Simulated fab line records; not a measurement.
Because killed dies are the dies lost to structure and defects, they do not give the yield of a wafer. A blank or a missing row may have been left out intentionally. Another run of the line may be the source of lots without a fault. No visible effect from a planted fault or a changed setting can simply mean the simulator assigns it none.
fab line records || flow gf180mcu || part 2 of 2: steps 24 to 32 of 32
record {"lots": 5, "wafers": 15, "lastDay": 33}
route steps=602 shown POLY_GATE@159 HV_LDD@176
lots with no fault: from the same line, run without faults
startH: start of the lot's first displayed wafer, in hours after the record's first day || waitH: time in hours since the lot's previous step || " same as the row above || L1.1+2: a single row standing in for several wafers || - value missing, or start not given || * or withheld: withheld || < > ~ a bound
route shown NAME@n: names a module that has steps shown in the file, with the first one's number in the route || usual: average and standard deviation across the fault-free wafers || same: alike in all rows || chamber/n: place in a boat || sites: each site's reading || _std_site: standard deviation across them || _edge_site: mean of outer sites minus mean of inner sites || radiusMm: how far each site lies from the wafer's centre || mask NAME#n: copy n || behind: the tool/chamber that last shaped the wafer || hold: what put the lot on hold/how long, in hours/how the hold closed || device: names the non-switching transistor (n, p or np) || end of line: at the end of the route, the tests of the same wafers || for a step that has no rows: nothing shown but its recipe || killed: dies lost to structure and defects at the first sort, not the wafer's yield || map: shows each die of a wafer: x if killed, . if not, _ if none is there
set.NAME: the run value of the setting; set.NAME@STEP: its run value at that earlier step || model.NAME: the simulator's own value behind a step, which no gauge read
lots at selected steps of the route; one table per step, one row per wafer
services: a tool's chamber out of use, with start hour (startH, from the record's first day; less than 0 if before it), hours out, and reason
## steps
# step GF_HV_LDD_DEVELOP_06
# recipe {"developTimeS": 60, "devTempC": 23}
# usual {"chillPlateTempC": "22.97/0.099", "developerTempC": "22.99/0.1"}
{"lot.wafer": "L075.4", "tool": "lithoTrack-01", "chamber": 0, "startH": 220.21, "waitH": 0.1, "chillPlateTempC": 22.96, "developerTempC": 23.26}
{"lot.wafer": "L075.5", "tool": "lithoTrack-01", "chamber": 0, "startH": 220.21, "waitH": 0.1, "chillPlateTempC": 22.91, "developerTempC": 23.14}
{"lot.wafer": "L075.6", "tool": "lithoTrack-01", "chamber": 0, "startH": 220.21, "waitH": 0.1, "chillPlateTempC": 22.80, "developerTempC": 23.08}
{"lot.wafer": "L081.3", "tool": "lithoTrack-01", "chamber": 0, "startH": 260.09, "waitH": 0.1, "chillPlateTempC": 22.97, "developerTempC": 22.96}
{"lot.wafer": "L081.5", "tool": "lithoTrack-01", "chamber": 0, "startH": 260.09, "waitH": 0.1, "chillPlateTempC": 22.97, "developerTempC": 23.05}
{"lot.wafer": "L081.6", "tool": "lithoTrack-01", "chamber": 0, "startH": 260.09, "waitH": 0.1, "chillPlateTempC": 22.91, "developerTempC": 23.15}
{"lot.wafer": "L083.1", "tool": "lithoTrack-03", "chamber": 0, "startH": 278.67, "waitH": 0.1, "chillPlateTempC": 23.04, "developerTempC": 22.82}
{"lot.wafer": "L083.2", "tool": "lithoTrack-03", "chamber": 0, "startH": 278.67, "waitH": 0.1, "chillPlateTempC": 23.07, "developerTempC": 23.05}
{"lot.wafer": "L083.6", "tool": "lithoTrack-03", "chamber": 0, "startH": 278.67, "waitH": 0.1, "chillPlateTempC": 22.78, "developerTempC": 22.80}
{"lot.wafer": "L089.1", "tool": "lithoTrack-02", "chamber": 0, "startH": 337.28, "waitH": 0.1, "chillPlateTempC": 22.85, "developerTempC": 22.98}
{"lot.wafer": "L089.4", "tool": "lithoTrack-02", "chamber": 0, "startH": 337.28, "waitH": 0.1, "chillPlateTempC": 22.93, "developerTempC": 22.91}
{"lot.wafer": "L089.5", "tool": "lithoTrack-02", "chamber": 0, "startH": 337.28, "waitH": 0.1, "chillPlateTempC": 22.90, "developerTempC": 22.96}
{"lot.wafer": "L091.4", "tool": "lithoTrack-02", "chamber": 0, "startH": 364.80, "waitH": 0.1, "chillPlateTempC": 23.15, "developerTempC": 22.94}
{"lot.wafer": "L091.5", "tool": "lithoTrack-02", "chamber": 0, "startH": 364.80, "waitH": 0.1, "chillPlateTempC": 23.07, "developerTempC": 23.03}
{"lot.wafer": "L091.6", "tool": "lithoTrack-02", "chamber": 0, "startH": 364.80, "waitH": 0.1, "chillPlateTempC": 23.12, "developerTempC": 23.09}
# step GF_HV_LDD_CD_MEAS_07
# recipe {"targetCdNm": 400}
# usual {"cdNm": "400.0/2.6"}
{"lot.wafer": "L075.4", "tool": "cdSem-02", "chamber": "-", "startH": 220.35, "waitH": 0.1, "cdNm": 399.3}
{"lot.wafer": "L075.5", "tool": "cdSem-02", "chamber": "-", "startH": 220.35, "waitH": 0.1, "cdNm": 400.5}
{"lot.wafer": "L075.6", "tool": "cdSem-02", "chamber": "-", "startH": 220.35, "waitH": 0.1, "cdNm": 399.3}
{"lot.wafer": "L081.3", "tool": "cdSem-01", "chamber": "-", "startH": 260.23, "waitH": 0.1, "cdNm": 398.5}
{"lot.wafer": "L081.5", "tool": "cdSem-01", "chamber": "-", "startH": 260.23, "waitH": 0.1, "cdNm": 398.9}
{"lot.wafer": "L081.6", "tool": "cdSem-01", "chamber": "-", "startH": 260.23, "waitH": 0.1, "cdNm": 398.6}
{"lot.wafer": "L083.1", "tool": "cdSem-01", "chamber": "-", "startH": 278.82, "waitH": 0.1, "cdNm": 400.8}
{"lot.wafer": "L083.2", "tool": "cdSem-01", "chamber": "-", "startH": 278.82, "waitH": 0.1, "cdNm": 399.3}
{"lot.wafer": "L083.6", "tool": "cdSem-01", "chamber": "-", "startH": 278.82, "waitH": 0.1, "cdNm": 397.9}
{"lot.wafer": "L089.1", "tool": "cdSem-02", "chamber": "-", "startH": 337.43, "waitH": 0.1, "cdNm": 399.8}
{"lot.wafer": "L089.4", "tool": "cdSem-02", "chamber": "-", "startH": 337.43, "waitH": 0.1, "cdNm": 399.7}
{"lot.wafer": "L089.5", "tool": "cdSem-02", "chamber": "-", "startH": 337.43, "waitH": 0.1, "cdNm": 400.4}
{"lot.wafer": "L091.4", "tool": "cdSem-02", "chamber": "-", "startH": 364.94, "waitH": 0.1, "cdNm": 398.9}
{"lot.wafer": "L091.5", "tool": "cdSem-02", "chamber": "-", "startH": 364.94, "waitH": 0.1, "cdNm": 398.8}
{"lot.wafer": "L091.6", "tool": "cdSem-02", "chamber": "-", "startH": 364.94, "waitH": 0.1, "cdNm": 398.6}
# step GF_HV_LDD_OVL_MEAS_08
# usual {"HV_LDD_OVL": "0.7/1.2"}
{"lot.wafer": "L075.4", "tool": "overlay-02", "chamber": "-", "startH": 220.43, "waitH": 0.1, "HV_LDD_OVL[nm]": -0.4}
{"lot.wafer": "L075.5", "tool": "overlay-02", "chamber": "-", "startH": 220.43, "waitH": 0.1, "HV_LDD_OVL[nm]": 0.6}
{"lot.wafer": "L075.6", "tool": "overlay-02", "chamber": "-", "startH": 220.43, "waitH": 0.1, "HV_LDD_OVL[nm]": 1.6}
{"lot.wafer": "L081.3", "tool": "overlay-01", "chamber": "-", "startH": 260.32, "waitH": 0.1, "HV_LDD_OVL[nm]": 2.2}
{"lot.wafer": "L081.5", "tool": "overlay-01", "chamber": "-", "startH": 260.32, "waitH": 0.1, "HV_LDD_OVL[nm]": 2.1}
{"lot.wafer": "L081.6", "tool": "overlay-01", "chamber": "-", "startH": 260.32, "waitH": 0.1, "HV_LDD_OVL[nm]": 1.3}
{"lot.wafer": "L083.1", "tool": "overlay-02", "chamber": "-", "startH": 278.94, "waitH": 0.1, "HV_LDD_OVL[nm]": 0.3}
{"lot.wafer": "L083.2", "tool": "overlay-02", "chamber": "-", "startH": 278.94, "waitH": 0.1, "HV_LDD_OVL[nm]": 2.4}
{"lot.wafer": "L083.6", "tool": "overlay-02", "chamber": "-", "startH": 278.94, "waitH": 0.1, "HV_LDD_OVL[nm]": 0.2}
{"lot.wafer": "L089.1", "tool": "overlay-02", "chamber": "-", "startH": 337.55, "waitH": 0.1, "HV_LDD_OVL[nm]": -0.6}
{"lot.wafer": "L089.4", "tool": "overlay-02", "chamber": "-", "startH": 337.55, "waitH": 0.1, "HV_LDD_OVL[nm]": 1.3}
{"lot.wafer": "L089.5", "tool": "overlay-02", "chamber": "-", "startH": 337.55, "waitH": 0.1, "HV_LDD_OVL[nm]": 0.1}
{"lot.wafer": "L091.4", "tool": "overlay-01", "chamber": "-", "startH": 365.02, "waitH": 0.1, "HV_LDD_OVL[nm]": -2.4}
{"lot.wafer": "L091.5", "tool": "overlay-01", "chamber": "-", "startH": 365.02, "waitH": 0.1, "HV_LDD_OVL[nm]": 0.8}
{"lot.wafer": "L091.6", "tool": "overlay-01", "chamber": "-", "startH": 365.02, "waitH": 0.1, "HV_LDD_OVL[nm]": -1.0}
# step GF_HV_LDD_IMPLANT_09
# recipe {"species": "As", "energyKev": 40, "doseCm2": 1e+14, "tiltDeg": 7}
# usual {"beamEnergyKeV": "39.999/0.014"}
{"lot.wafer": "L075.4", "tool": "implanter-01", "chamber": 0, "startH": 220.52, "waitH": 0.1, "beamEnergyKeV": 40.007}
{"lot.wafer": "L075.5", "tool": "implanter-01", "chamber": 0, "startH": 220.52, "waitH": 0.1, "beamEnergyKeV": 39.992}
{"lot.wafer": "L075.6", "tool": "implanter-01", "chamber": 0, "startH": 220.52, "waitH": 0.1, "beamEnergyKeV": 39.996}
{"lot.wafer": "L081.3", "tool": "implanter-02", "chamber": 0, "startH": 260.39, "waitH": 0.1, "beamEnergyKeV": 40.011}
{"lot.wafer": "L081.5", "tool": "implanter-02", "chamber": 0, "startH": 260.39, "waitH": 0.1, "beamEnergyKeV": 40.022}
{"lot.wafer": "L081.6", "tool": "implanter-02", "chamber": 0, "startH": 260.39, "waitH": 0.1, "beamEnergyKeV": 40.014}
{"lot.wafer": "L083.1", "tool": "implanter-03", "chamber": 0, "startH": 278.98, "waitH": 0.0, "beamEnergyKeV": 40.004}
{"lot.wafer": "L083.2", "tool": "implanter-03", "chamber": 0, "startH": 278.98, "waitH": 0.0, "beamEnergyKeV": 39.995}
{"lot.wafer": "L083.6", "tool": "implanter-03", "chamber": 0, "startH": 278.98, "waitH": 0.0, "beamEnergyKeV": 40.013}
{"lot.wafer": "L089.1", "tool": "implanter-03", "chamber": 0, "startH": 337.58, "waitH": 0.0, "beamEnergyKeV": 39.998}
{"lot.wafer": "L089.4", "tool": "implanter-03", "chamber": 0, "startH": 337.58, "waitH": 0.0, "beamEnergyKeV": 39.987}
{"lot.wafer": "L089.5", "tool": "implanter-03", "chamber": 0, "startH": 337.58, "waitH": 0.0, "beamEnergyKeV": 40.004}
{"lot.wafer": "L091.4", "tool": "implanter-02", "chamber": 0, "startH": 365.11, "waitH": 0.1, "beamEnergyKeV": 39.988}
{"lot.wafer": "L091.5", "tool": "implanter-02", "chamber": 0, "startH": 365.11, "waitH": 0.1, "beamEnergyKeV": 39.982}
{"lot.wafer": "L091.6", "tool": "implanter-02", "chamber": 0, "startH": 365.11, "waitH": 0.1, "beamEnergyKeV": 40.001}
# step GF_HV_LDD_STRIP_10
# recipe {"chemistry": "O2/N2", "powerW": 1400, "pressureMtorr": 1500, "platenTempC": 250, "o2FlowSccm": 3000, "n2FlowSccm": 300, "overashFraction": 0.5}
# usual {"chamberPressureMTorr": "1500.2/1.4", "drypumpMotorCurrentA": "5.5/0.51", "heaterPowerW": "346/32", "oesProductAu": "0.716/0.0044", "stripTimeToEndpointS": "12.62/0.036"}
{"lot.wafer": "L075.4", "tool": "plasmaAsher-04", "chamber": 0, "startH": 220.63, "waitH": 0.1, "chamberPressureMTorr": 1501.3, "drypumpMotorCurrentA": 6.3, "heaterPowerW": 332, "oesProductAu": 0.717, "rfHoursCounterH": "-", "stripTimeToEndpointS": 12.66}
{"lot.wafer": "L075.5", "tool": "plasmaAsher-04", "chamber": 0, "startH": 220.63, "waitH": 0.1, "chamberPressureMTorr": 1500.7, "drypumpMotorCurrentA": 6.3, "heaterPowerW": 330, "oesProductAu": 0.718, "rfHoursCounterH": "-", "stripTimeToEndpointS": 12.63}
{"lot.wafer": "L075.6", "tool": "plasmaAsher-04", "chamber": 1, "startH": 220.63, "waitH": 0.1, "chamberPressureMTorr": 1498.5, "drypumpMotorCurrentA": 4.8, "heaterPowerW": 404, "oesProductAu": 0.714, "rfHoursCounterH": "-", "stripTimeToEndpointS": 12.63}
{"lot.wafer": "L081.3", "tool": "plasmaAsher-03", "chamber": 0, "startH": 260.53, "waitH": 0.1, "chamberPressureMTorr": 1499.6, "drypumpMotorCurrentA": 5.6, "heaterPowerW": 372, "oesProductAu": 0.719, "rfHoursCounterH": "-", "stripTimeToEndpointS": 12.65}
{"lot.wafer": "L081.5", "tool": "plasmaAsher-03", "chamber": 0, "startH": 260.53, "waitH": 0.1, "chamberPressureMTorr": 1500.2, "drypumpMotorCurrentA": 5.6, "heaterPowerW": 363, "oesProductAu": 0.712, "rfHoursCounterH": "-", "stripTimeToEndpointS": 12.64}
{"lot.wafer": "L081.6", "tool": "plasmaAsher-03", "chamber": 1, "startH": 260.53, "waitH": 0.1, "chamberPressureMTorr": 1499.5, "drypumpMotorCurrentA": 5.2, "heaterPowerW": 311, "oesProductAu": 0.714, "rfHoursCounterH": "-", "stripTimeToEndpointS": 12.62}
{"lot.wafer": "L083.1", "tool": "plasmaAsher-04", "chamber": 1, "startH": 279.13, "waitH": 0.1, "chamberPressureMTorr": 1501.8, "drypumpMotorCurrentA": 4.8, "heaterPowerW": 404, "oesProductAu": 0.721, "rfHoursCounterH": 59, "stripTimeToEndpointS": 12.57}
{"lot.wafer": "L083.2", "tool": "plasmaAsher-04", "chamber": 0, "startH": 279.13, "waitH": 0.1, "chamberPressureMTorr": 1499.6, "drypumpMotorCurrentA": 6.3, "heaterPowerW": 337, "oesProductAu": 0.717, "rfHoursCounterH": 59, "stripTimeToEndpointS": 12.58}
{"lot.wafer": "L083.6", "tool": "plasmaAsher-04", "chamber": 0, "startH": 279.13, "waitH": 0.1, "chamberPressureMTorr": 1500.5, "drypumpMotorCurrentA": 6.3, "heaterPowerW": 331, "oesProductAu": 0.706, "rfHoursCounterH": "-", "stripTimeToEndpointS": 12.59}
{"lot.wafer": "L089.1", "tool": "plasmaAsher-02", "chamber": 0, "startH": 337.73, "waitH": 0.1, "chamberPressureMTorr": 1500.0, "drypumpMotorCurrentA": 5.2, "heaterPowerW": 341, "oesProductAu": 0.721, "rfHoursCounterH": 22, "stripTimeToEndpointS": 12.62}
{"lot.wafer": "L089.4", "tool": "plasmaAsher-02", "chamber": 0, "startH": 337.73, "waitH": 0.1, "chamberPressureMTorr": 1501.3, "drypumpMotorCurrentA": 5.2, "heaterPowerW": 346, "oesProductAu": 0.717, "rfHoursCounterH": "-", "stripTimeToEndpointS": 12.58}
{"lot.wafer": "L089.5", "tool": "plasmaAsher-02", "chamber": 0, "startH": 337.73, "waitH": 0.1, "chamberPressureMTorr": 1498.4, "drypumpMotorCurrentA": 5.2, "heaterPowerW": 340, "oesProductAu": 0.718, "rfHoursCounterH": "-", "stripTimeToEndpointS": 12.64}
{"lot.wafer": "L091.4", "tool": "plasmaAsher-02", "chamber": 1, "startH": 365.22, "waitH": 0.1, "chamberPressureMTorr": 1499.5, "drypumpMotorCurrentA": 5.9, "heaterPowerW": 320, "oesProductAu": 0.711, "rfHoursCounterH": "-", "stripTimeToEndpointS": 12.63}
{"lot.wafer": "L091.5", "tool": "plasmaAsher-02", "chamber": 0, "startH": 365.22, "waitH": 0.1, "chamberPressureMTorr": 1499.5, "drypumpMotorCurrentA": 5.2, "heaterPowerW": 329, "oesProductAu": 0.712, "rfHoursCounterH": "-", "stripTimeToEndpointS": 12.63}
{"lot.wafer": "L091.6", "tool": "plasmaAsher-02", "chamber": 1, "startH": 365.22, "waitH": 0.1, "chamberPressureMTorr": 1499.0, "drypumpMotorCurrentA": 5.9, "heaterPowerW": 317, "oesProductAu": 0.717, "rfHoursCounterH": "-", "stripTimeToEndpointS": 12.61}
# step GF_HV_LDD_TW_MEAS_11
# usual {"HV_LDD_TW": "2400/28"}
{"lot.wafer": "L075.4", "tool": "filmMetro-04", "chamber": "-", "startH": 220.72, "waitH": 0.1, "HV_LDD_TW": 2369}
{"lot.wafer": "L075.5", "tool": "filmMetro-04", "chamber": "-", "startH": 220.72, "waitH": 0.1, "HV_LDD_TW": 2367}
{"lot.wafer": "L075.6", "tool": "filmMetro-04", "chamber": "-", "startH": 220.72, "waitH": 0.1, "HV_LDD_TW": 2377}
{"lot.wafer": "L081.3", "tool": "filmMetro-04", "chamber": "-", "startH": 260.61, "waitH": 0.1, "HV_LDD_TW": 2362}
{"lot.wafer": "L081.5", "tool": "filmMetro-04", "chamber": "-", "startH": 260.61, "waitH": 0.1, "HV_LDD_TW": 2369}
{"lot.wafer": "L081.6", "tool": "filmMetro-04", "chamber": "-", "startH": 260.61, "waitH": 0.1, "HV_LDD_TW": 2379}
{"lot.wafer": "L083.1", "tool": "filmMetro-04", "chamber": "-", "startH": 279.23, "waitH": 0.1, "HV_LDD_TW": 2369}
{"lot.wafer": "L083.2", "tool": "filmMetro-04", "chamber": "-", "startH": 279.23, "waitH": 0.1, "HV_LDD_TW": 2373}
{"lot.wafer": "L083.6", "tool": "filmMetro-04", "chamber": "-", "startH": 279.23, "waitH": 0.1, "HV_LDD_TW": 2380}
{"lot.wafer": "L089.1", "tool": "filmMetro-03", "chamber": "-", "startH": 337.83, "waitH": 0.1, "HV_LDD_TW": 2449}
{"lot.wafer": "L089.4", "tool": "filmMetro-03", "chamber": "-", "startH": 337.83, "waitH": 0.1, "HV_LDD_TW": 2451}
{"lot.wafer": "L089.5", "tool": "filmMetro-03", "chamber": "-", "startH": 337.83, "waitH": 0.1, "HV_LDD_TW": 2456}
{"lot.wafer": "L091.4", "tool": "filmMetro-04", "chamber": "-", "startH": 365.31, "waitH": 0.1, "HV_LDD_TW": 2376}
{"lot.wafer": "L091.5", "tool": "filmMetro-04", "chamber": "-", "startH": 365.31, "waitH": 0.1, "HV_LDD_TW": 2366}
{"lot.wafer": "L091.6", "tool": "filmMetro-04", "chamber": "-", "startH": 365.31, "waitH": 0.1, "HV_LDD_TW": 2359}
# step GF_HV_LDD_DEHYDRATE_12
# recipe {"tempC": 200, "timeS": 60}
# usual {"chillPlateTempC": "23.01/0.096", "heaterPowerTotalW": "160.36/0.13"}
{"lot.wafer": "L075.4", "tool": "lithoTrack-03", "chamber": 0, "startH": 229.40, "waitH": 8.7, "chillPlateTempC": 23.06, "heaterPowerTotalW": 160.21}
{"lot.wafer": "L075.5", "tool": "lithoTrack-03", "chamber": 0, "startH": 229.40, "waitH": 8.7, "chillPlateTempC": 23.00, "heaterPowerTotalW": 160.59}
{"lot.wafer": "L075.6", "tool": "lithoTrack-03", "chamber": 0, "startH": 229.40, "waitH": 8.7, "chillPlateTempC": 23.01, "heaterPowerTotalW": 160.43}
{"lot.wafer": "L081.3", "tool": "lithoTrack-03", "chamber": 0, "startH": 269.87, "waitH": 9.2, "chillPlateTempC": 22.97, "heaterPowerTotalW": 160.54}
{"lot.wafer": "L081.5", "tool": "lithoTrack-03", "chamber": 0, "startH": 269.87, "waitH": 9.2, "chillPlateTempC": 23.08, "heaterPowerTotalW": 160.41}
{"lot.wafer": "L081.6", "tool": "lithoTrack-03", "chamber": 0, "startH": 269.87, "waitH": 9.2, "chillPlateTempC": 23.03, "heaterPowerTotalW": 160.36}
{"lot.wafer": "L083.1", "tool": "lithoTrack-01", "chamber": 0, "startH": 287.69, "waitH": 8.5, "chillPlateTempC": 23.04, "heaterPowerTotalW": 160.19}
{"lot.wafer": "L083.2", "tool": "lithoTrack-01", "chamber": 0, "startH": 287.69, "waitH": 8.5, "chillPlateTempC": 23.03, "heaterPowerTotalW": 160.56}
{"lot.wafer": "L083.6", "tool": "lithoTrack-01", "chamber": 0, "startH": 287.69, "waitH": 8.5, "chillPlateTempC": 22.94, "heaterPowerTotalW": 160.33}
{"lot.wafer": "L089.1", "tool": "lithoTrack-01", "chamber": 0, "startH": 347.19, "waitH": 9.3, "chillPlateTempC": 23.13, "heaterPowerTotalW": 160.27}
{"lot.wafer": "L089.4", "tool": "lithoTrack-01", "chamber": 0, "startH": 347.19, "waitH": 9.3, "chillPlateTempC": 23.11, "heaterPowerTotalW": 160.40}
{"lot.wafer": "L089.5", "tool": "lithoTrack-01", "chamber": 0, "startH": 347.19, "waitH": 9.3, "chillPlateTempC": 22.97, "heaterPowerTotalW": 160.20}
{"lot.wafer": "L091.4", "tool": "lithoTrack-02", "chamber": 0, "startH": 376.05, "waitH": 10.7, "chillPlateTempC": 23.10, "heaterPowerTotalW": 160.20}
{"lot.wafer": "L091.5", "tool": "lithoTrack-02", "chamber": 0, "startH": 376.05, "waitH": 10.7, "chillPlateTempC": 22.99, "heaterPowerTotalW": 160.25}
{"lot.wafer": "L091.6", "tool": "lithoTrack-02", "chamber": 0, "startH": 376.05, "waitH": 10.7, "chillPlateTempC": 23.11, "heaterPowerTotalW": 160.32}
# step GF_HV_LDD_HMDS_13
# recipe {"primeTimeS": 60, "primeTempC": 120}
# usual {"chillPlateTempC": "22.99/0.1"}
# same {"primeTimeS": 60}
{"lot.wafer": "L075.4", "tool": "lithoTrack-03", "chamber": 0, "startH": 229.55, "waitH": 0.1, "chillPlateTempC": 22.84}
{"lot.wafer": "L075.5", "tool": "lithoTrack-03", "chamber": 0, "startH": 229.55, "waitH": 0.1, "chillPlateTempC": 22.84}
{"lot.wafer": "L075.6", "tool": "lithoTrack-03", "chamber": 0, "startH": 229.55, "waitH": 0.1, "chillPlateTempC": 22.87}
{"lot.wafer": "L081.3", "tool": "lithoTrack-03", "chamber": 0, "startH": 270.02, "waitH": 0.1, "chillPlateTempC": 23.08}
{"lot.wafer": "L081.5", "tool": "lithoTrack-03", "chamber": 0, "startH": 270.02, "waitH": 0.1, "chillPlateTempC": 23.08}
{"lot.wafer": "L081.6", "tool": "lithoTrack-03", "chamber": 0, "startH": 270.02, "waitH": 0.1, "chillPlateTempC": 22.99}
{"lot.wafer": "L083.1", "tool": "lithoTrack-01", "chamber": 0, "startH": 287.84, "waitH": 0.1, "chillPlateTempC": 22.94}
{"lot.wafer": "L083.2", "tool": "lithoTrack-01", "chamber": 0, "startH": 287.84, "waitH": 0.1, "chillPlateTempC": 23.05}
{"lot.wafer": "L083.6", "tool": "lithoTrack-01", "chamber": 0, "startH": 287.84, "waitH": 0.1, "chillPlateTempC": 22.96}
{"lot.wafer": "L089.1", "tool": "lithoTrack-01", "chamber": 0, "startH": 347.34, "waitH": 0.1, "chillPlateTempC": 22.83}
{"lot.wafer": "L089.4", "tool": "lithoTrack-01", "chamber": 0, "startH": 347.34, "waitH": 0.1, "chillPlateTempC": 22.96}
{"lot.wafer": "L089.5", "tool": "lithoTrack-01", "chamber": 0, "startH": 347.34, "waitH": 0.1, "chillPlateTempC": 22.95}
{"lot.wafer": "L091.4", "tool": "lithoTrack-02", "chamber": 0, "startH": 376.20, "waitH": 0.1, "chillPlateTempC": 23.03}
{"lot.wafer": "L091.5", "tool": "lithoTrack-02", "chamber": 0, "startH": 376.20, "waitH": 0.1, "chillPlateTempC": 22.97}
{"lot.wafer": "L091.6", "tool": "lithoTrack-02", "chamber": 0, "startH": 376.20, "waitH": 0.1, "chillPlateTempC": 22.94}
# step GF_HV_LDD_COAT_14
# recipe {"resist": "NOVOLAK", "spinRpm": 3000, "resistThkNm": 1000}
# usual {"chillPlateTempC": "22.97/0.11"}
{"lot.wafer": "L075.4", "tool": "lithoTrack-03", "chamber": 0, "startH": 229.70, "waitH": 0.1, "chillPlateTempC": 23.00}
{"lot.wafer": "L075.5", "tool": "lithoTrack-03", "chamber": 0, "startH": 229.70, "waitH": 0.1, "chillPlateTempC": 22.93}
{"lot.wafer": "L075.6", "tool": "lithoTrack-03", "chamber": 0, "startH": 229.70, "waitH": 0.1, "chillPlateTempC": 22.89}
{"lot.wafer": "L081.3", "tool": "lithoTrack-03", "chamber": 0, "startH": 270.17, "waitH": 0.1, "chillPlateTempC": 23.07}
{"lot.wafer": "L081.5", "tool": "lithoTrack-03", "chamber": 0, "startH": 270.17, "waitH": 0.1, "chillPlateTempC": 22.79}
{"lot.wafer": "L081.6", "tool": "lithoTrack-03", "chamber": 0, "startH": 270.17, "waitH": 0.1, "chillPlateTempC": 22.92}
{"lot.wafer": "L083.1", "tool": "lithoTrack-01", "chamber": 0, "startH": 287.99, "waitH": 0.1, "chillPlateTempC": 22.95}
{"lot.wafer": "L083.2", "tool": "lithoTrack-01", "chamber": 0, "startH": 287.99, "waitH": 0.1, "chillPlateTempC": 23.06}
{"lot.wafer": "L083.6", "tool": "lithoTrack-01", "chamber": 0, "startH": 287.99, "waitH": 0.1, "chillPlateTempC": 23.15}
{"lot.wafer": "L089.1", "tool": "lithoTrack-01", "chamber": 0, "startH": 347.49, "waitH": 0.1, "chillPlateTempC": 22.96}
{"lot.wafer": "L089.4", "tool": "lithoTrack-01", "chamber": 0, "startH": 347.49, "waitH": 0.1, "chillPlateTempC": 22.96}
{"lot.wafer": "L089.5", "tool": "lithoTrack-01", "chamber": 0, "startH": 347.49, "waitH": 0.1, "chillPlateTempC": 23.04}
{"lot.wafer": "L091.4", "tool": "lithoTrack-02", "chamber": 0, "startH": 376.35, "waitH": 0.1, "chillPlateTempC": 22.79}
{"lot.wafer": "L091.5", "tool": "lithoTrack-02", "chamber": 0, "startH": 376.35, "waitH": 0.1, "chillPlateTempC": 22.85}
{"lot.wafer": "L091.6", "tool": "lithoTrack-02", "chamber": 0, "startH": 376.35, "waitH": 0.1, "chillPlateTempC": 22.81}
## services
{"tool": "furnace-01", "chamber": "-", "startH": 172.27, "hours": 8.3, "kind": "repair"}
{"tool": "furnace-02", "chamber": "-", "startH": 182.09, "hours": 3.2, "kind": "pm"}
{"tool": "plasmaAsher-04", "chamber": "-", "startH": 183.34, "hours": 4.3, "kind": "repair"}
{"tool": "rieDiel-04", "chamber": 1, "startH": 184.44, "hours": 25.4, "kind": "repair"}
{"tool": "plasmaAsher-04", "chamber": "-", "startH": 185.01, "hours": 2.1, "kind": "repair"}
{"tool": "krfScanner-01", "chamber": "-", "startH": 187.78, "hours": 4.4, "kind": "pm"}
{"tool": "implanter-02", "chamber": "-", "startH": 204.78, "hours": 1.2, "kind": "repair"}
{"tool": "ilineStepper-02", "chamber": "-", "startH": 205.54, "hours": 1.7, "kind": "pm"}
{"tool": "implanter-03", "chamber": "-", "startH": 211.36, "hours": 5.7, "kind": "repair"}
{"tool": "implanter-02", "chamber": "-", "startH": 216.70, "hours": 2.2, "kind": "pm"}
{"tool": "plasmaAsher-02", "chamber": "-", "startH": 220.09, "hours": 14.6, "kind": "pm"}
{"tool": "krfScanner-01", "chamber": "-", "startH": 224.36, "hours": 0.5, "kind": "repair"}
{"tool": "rieDiel-04", "chamber": "-", "startH": 225.74, "hours": 0.6, "kind": "repair"}
{"tool": "rieSi-02", "chamber": "-", "startH": 228.42, "hours": 1.0, "kind": "repair"}
{"tool": "implanter-02", "chamber": "-", "startH": 236.71, "hours": 0.6, "kind": "repair"}
{"tool": "krfScanner-01", "chamber": "-", "startH": 251.48, "hours": 1.0, "kind": "pm"}
{"tool": "krfScanner-01", "chamber": "-", "startH": 272.71, "hours": 4.0, "kind": "pm"}
{"tool": "rieSi-01", "chamber": 3, "startH": 278.60, "hours": 7.5, "kind": "repair"}
{"tool": "krfScanner-01", "chamber": "-", "startH": 279.85, "hours": 0.8, "kind": "pm"}
{"tool": "krfScanner-01", "chamber": "-", "startH": 298.53, "hours": 3.4, "kind": "repair"}
{"tool": "plasmaAsher-04", "chamber": "-", "startH": 298.60, "hours": 0.3, "kind": "repair"}
{"tool": "krfScanner-01", "chamber": "-", "startH": 316.98, "hours": 1.3, "kind": "pm"}
{"tool": "furnace-01", "chamber": "-", "startH": 334.27, "hours": 2.3, "kind": "repair"}
{"tool": "krfScanner-01", "chamber": "-", "startH": 361.09, "hours": 3.6, "kind": "pm"}
